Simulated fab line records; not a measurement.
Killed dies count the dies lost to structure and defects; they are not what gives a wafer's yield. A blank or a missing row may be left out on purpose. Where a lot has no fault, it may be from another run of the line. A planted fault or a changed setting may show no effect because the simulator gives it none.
Which of the tools did it? / flow sky130 / Sampling: 7 lots, 21 wafers, 2 of 708 route steps

WHAT EACH GAUGE READ, for each wafer
SKY_VT_ADJUST_HVTR_OVL_MEAS_08.
lot=L902; measured=day 9 11:32; on=overlay-01; VT_ADJUST_HVTR_OVL (nm)=2.2 2.2 -1.3
lot=L904; measured=day 10 03:28; on=overlay-01; VT_ADJUST_HVTR_OVL (nm)=-0.3 0.7 -0.8
lot=L906; measured=day 10 18:39; on=overlay-01; VT_ADJUST_HVTR_OVL (nm)=0.5 1.0 0.0
lot=L910; measured=day 13 03:16; on=overlay-02; VT_ADJUST_HVTR_OVL (nm)=-90.9 -89.7 -90.2 -91.4 -90.2 -90.4
lot=L916; measured=day 14 05:46; on=overlay-02; VT_ADJUST_HVTR_OVL (nm)=-0.7 -0.1 -0.4
lot=L920; measured=day 15 03:31; on=overlay-02; VT_ADJUST_HVTR_OVL (nm)=-2.0 -1.2 -0.7
lot=L923; measured=day 16 05:53; on=overlay-01; VT_ADJUST_HVTR_OVL (nm)=-0.1 -1.2 -0.3

EACH LOT AND THE TOOL THAT RAN IT (in order: tool; ch and the chambers of the sampled wafers; start)
lot=L902; SKY_VT_ADJUST_HVTR_EXPOSE_04=iline stepper-02 ch 0, day 9 02:02
lot=L904; SKY_VT_ADJUST_HVTR_EXPOSE_04=iline stepper-01 ch 0, day 9 16:55
lot=L906; SKY_VT_ADJUST_HVTR_EXPOSE_04=iline stepper-01 ch 0, day 10 06:39
lot=L910; SKY_VT_ADJUST_HVTR_EXPOSE_04=iline stepper-01 ch 0, day 12 14:29
lot=L916; SKY_VT_ADJUST_HVTR_EXPOSE_04=iline stepper-02 ch 0, day 13 16:31
lot=L920; SKY_VT_ADJUST_HVTR_EXPOSE_04=iline stepper-02 ch 0, day 14 13:44
lot=L923; SKY_VT_ADJUST_HVTR_EXPOSE_04=iline stepper-02 ch 0, day 15 16:20
- SKY_VT_ADJUST_HVTR_EXPOSE_04: exposes mask HVTRM, target cd 380 nm.

THE ANSWER, worked out from the rows above alone
Rule: usual is defined by the lots themselves. The widest of any qualifying gaps counts: lots, ordered by their means at a reading, are off when they make up no more than a third of the lots, leave a main group of 4 or more, and stand apart from it by 3 or more times the standard deviation of that group's means. A main group is skipped when, at the precision printed for the reading in the tables above, its means are all equal. A lot without any number at a reading at which 4 lots or more have one is off too. All remaining lots with rows at the step are treated as sound.
Off: L910, at SKY_VT_ADJUST_HVTR_OVL_MEAS_08 (VT_ADJUST_HVTR_OVL). The main group: mean -0.1 nm, standard deviation 0.75.
A tool fits if, at a process step before that reading, it ran every lot that is off, and no sound lot after the first of them. Those tools and the gauges at SKY_VT_ADJUST_HVTR_OVL_MEAS_08 are tried in the same way. One fits: iline stepper-01 at SKY_VT_ADJUST_HVTR_EXPOSE_04. Its last sound lot is L906 (day 10 06:39), its first lot that is off L910 (day 12 14:29): a fault that began between those two fits.

WHAT WAS PUT IN BY THE SIMULATOR
Scanner matching overlay: iline stepper-01, from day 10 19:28 on, at SKY_VT_ADJUST_HVTR_EXPOSE_04. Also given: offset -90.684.
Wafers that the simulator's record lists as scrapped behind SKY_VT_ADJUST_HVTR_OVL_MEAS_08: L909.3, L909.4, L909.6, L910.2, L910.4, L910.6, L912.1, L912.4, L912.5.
Struck lots among those shown: L910. The rule above found the same.
